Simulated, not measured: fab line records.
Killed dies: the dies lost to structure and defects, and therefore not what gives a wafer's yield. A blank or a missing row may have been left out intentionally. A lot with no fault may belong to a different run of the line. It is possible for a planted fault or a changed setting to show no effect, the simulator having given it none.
A struck lot beside a sound one ; flow sky130 ; 43 out of 708 route steps
Sound: wafers L643.1, L643.2, L643.6. Struck: wafer L651.3 (L651.4, L651.5, from the same lot, were not struck and are left out); the cause is given at the end.
Order at every step that has rows: each side's tool, ch and its chambers, its first start. Under that, the readings that differ: sound wafers ; struck wafers ; difference of the means ; sigmas: that difference in standard deviations of wafers without a fault.
alike: same words and numbers on both sides, and readings whose means sit less than 2 such deviations apart. not compared: any withheld reading, any reading some wafer has no value for, any bound like >300 that may hide the same value, and any number with overlapping values for which the record gives no deviation.
The two part at a step that has a row with sigmas, a row that says differs or no value, or rows on one side only. Numbers that don't overlap but have no deviation are shown without sigmas and don't part them. A reading missing from all wafers of one side parts the sides only when that side holds two or more wafers.

first, 4 steps without rows for these wafers: SKY_LOCAL_INTERCONNECT_SOFTBAKE_07 (time 90 s); SKY_LOCAL_INTERCONNECT_EXPOSE_08 (exposes mask LI1M, target cd 170 nm); SKY_LOCAL_INTERCONNECT_PEB_09; SKY_LOCAL_INTERCONNECT_DEVELOP_10 (develop time 60 s).
SKY_LOCAL_INTERCONNECT_CD_MEAS_11: the cd target is 170 nm.
  sound: cdSem-02 at day 33 16:04; struck: cdSem-01 at day 35 15:34
  alike: cdNm
SKY_LOCAL_INTERCONNECT_OVL_MEAS_12:
  sound: overlay-01 at day 33 16:11; struck: overlay-01 at day 35 15:40
  alike: LOCAL_INTERCONNECT_OVL
SKY_LOCAL_INTERCONNECT_ETCH_13: etches BARC in N2/H2, stops on SiO2, time 45.9 s, target depth 60 nm.
  sound on rieMetal-04 ch 0,1, day 33 16:13; struck on rieMetal-04 ch 1, day 35 15:44
  alike: drypumpMotorCurrentA, oesProductAu, rfFwdPowerW, throttleValvePct
  not compared: rfHoursCounterH
then, 5 steps without rows for these wafers: SKY_LOCAL_INTERCONNECT_METAL_ETCH_14 (etches TiN in Cl2/BCl3, stops on PSG, target depth 110 nm, time 31.4 s); SKY_LOCAL_INTERCONNECT_STRIP_15 (strips in O2/N2); SKY_LOCAL_INTERCONNECT_STRIP_16 (strips in post etch residue remover, time 1200 s); SKY_LOCAL_INTERCONNECT_CLEAN_17 (cleans in IPA, time 180 s); SKY_LOCAL_INTERCONNECT_CLEAN_18 (cleans in O3/DIW).
SKY_CONTACT_CVD_00: deposits Si3N4, target thk 75 nm.
  sound on pecvd-03 ch 1,2, day 33 16:56; struck on pecvd-03 ch 2, day 35 16:34
  alike: heaterPowerW, rfFwdPowerW
SKY_CONTACT_THK_MEAS_01:
  sound: filmMetro-03 at day 33 16:58; struck: filmMetro-01 at day 35 16:37
  alike: CONTACT_CVD_00_THK
then, 1 step without rows for these wafers: SKY_CONTACT_HDPCVD_02 (deposits SiO2, target thk 565 nm, time 94.2 s).
SKY_CONTACT_THK_MEAS_03:
  sound: filmMetro-03 at day 33 17:05; struck: filmMetro-03 at day 35 16:45
  alike: CONTACT_HDPCVD_THK
then, 1 step without rows for these wafers: SKY_CONTACT_CMP_04 (polishes SiO2).
SKY_CONTACT_BOW_MEAS_05:
  sound: filmMetro-01 at day 33 17:27; struck: filmMetro-01 at day 35 17:08
  alike: CONTACT_BOW
then, 8 steps without rows for these wafers: SKY_CONTACT_DEHYDRATE_06 (time 60 s); SKY_CONTACT_HMDS_07 (prime time 60 s); SKY_CONTACT_COAT_08 (resist thk 60 nm); SKY_CONTACT_COAT_09 (resist thk 450 nm); SKY_CONTACT_SOFTBAKE_10 (time 90 s); SKY_CONTACT_EXPOSE_11 (exposes mask CTM1, target cd 170 nm); SKY_CONTACT_PEB_12; SKY_CONTACT_DEVELOP_13 (develop time 60 s).
SKY_CONTACT_CD_MEAS_14: the cd target is 170 nm.
  sound: cdSem-01 at day 34 20:34; struck: cdSem-02 at day 36 18:59
  alike: cdNm
SKY_CONTACT_OVL_MEAS_15:
  sound: overlay-01 at day 34 20:41; struck: overlay-01 at day 36 19:05
  alike: CONTACT_OVL
SKY_CONTACT_ETCH_16: etches BARC in N2/H2, stops on SiO2, time 45.9 s, target depth 60 nm.
  sound on rieDiel-03 ch 1,2,3, day 34 20:43; struck on rieDiel-04 ch 2, day 36 19:06
  alike: drypumpMotorCurrentA, oesProductAu, rfFwdPowerW, throttleValvePct
  not compared: rfHoursCounterH
then, 1 step without rows for these wafers: SKY_CONTACT_ETCH_17 (etches SiO2 in C4F8/O2/Ar, stops on Si3N4, target depth 340 nm).
SKY_CONTACT_ETCH_18: etches Si3N4 in CHF3/O2, stops on TiN, time 39 s, target depth 75 nm.
  sound: rieDiel-03 ch 1,2,3; struck: rieDiel-04 ch 2
  alike: chf3FlowSccm, drypumpMotorCurrentA, oesProductAu, rfFwdPowerW, throttleValvePct
  not compared: rfHoursCounterH
then, 6 steps without rows for these wafers: SKY_CONTACT_STRIP_19 (strips in O2/N2); SKY_CONTACT_STRIP_20 (strips in post etch residue remover, time 1200 s); SKY_CONTACT_CLEAN_21 (cleans in IPA, time 180 s); SKY_CONTACT_CLEAN_22 (cleans in O3/DIW); SKY_CONTACT_SPUTTER_23 (material TiN, target thk 20 nm, time 80 s); SKY_CONTACT_CVD_24 (deposits W, target thk 340 nm, time 102.12 s).
SKY_CONTACT_RS_MEAS_25: uses a four-point probe to measure.
  sound: filmMetro-04 at day 34 21:37; struck: filmMetro-03 at day 36 20:04
  alike: CONTACT_W_RS
SKY_CONTACT_THK_MEAS_26: measures by xrf.
  sound: filmMetro-04 at day 34 21:44; struck: filmMetro-03 at day 36 20:10
reading;sound;struck;difference;sigmas
CONTACT_W_THK (nm);350 339 343;332;-12;-3
then, 1 step without rows for these wafers: SKY_CONTACT_CMP_27 (polishes, stops on SiO2, t overpolish 15 s, target thk 0 nm).
SKY_METAL1_SPUTTER_00: material Ti, target thk 15 nm, time 10 s.
  sound: pvdSputter-03 at day 34 22:06; struck: pvdSputter-04 at day 36 20:31
  alike: throttleValvePct
SKY_METAL1_SPUTTER_01: material TiN, target thk 20 nm, time 16.7 s.
  sound: pvdSputter-03 at day 34 22:07; struck: pvdSputter-04 at day 36 20:32
  alike: throttleValvePct
-- the record jumps here: 13 days lie between the struck wafers' starts before and after (it left off in module METAL1 and takes up again in module PAD_OPEN, whose first step shown is number 708 of the route) --
SKY_PAD_OPEN_PROBE_99:
  sound: prober-02 at day 48 07:27; struck: prober-02 at day 49 15:59
reading;sound;struck;difference;sigmas
killedAtContacts;22 19 16;78;+59;+11
killedDies;94 80 67;139;+59;+6
  alike: killed_at_M0_to_M3, killed_at_M4_up, killedAtFrontEnd, killedAtOther, killedOpen, killedShort

== WHERE THEY PART ==
Last at SKY_PAD_OPEN_PROBE_99 as far as this record goes, first at SKY_CONTACT_THK_MEAS_26.

WHY: what had been put in by the simulator
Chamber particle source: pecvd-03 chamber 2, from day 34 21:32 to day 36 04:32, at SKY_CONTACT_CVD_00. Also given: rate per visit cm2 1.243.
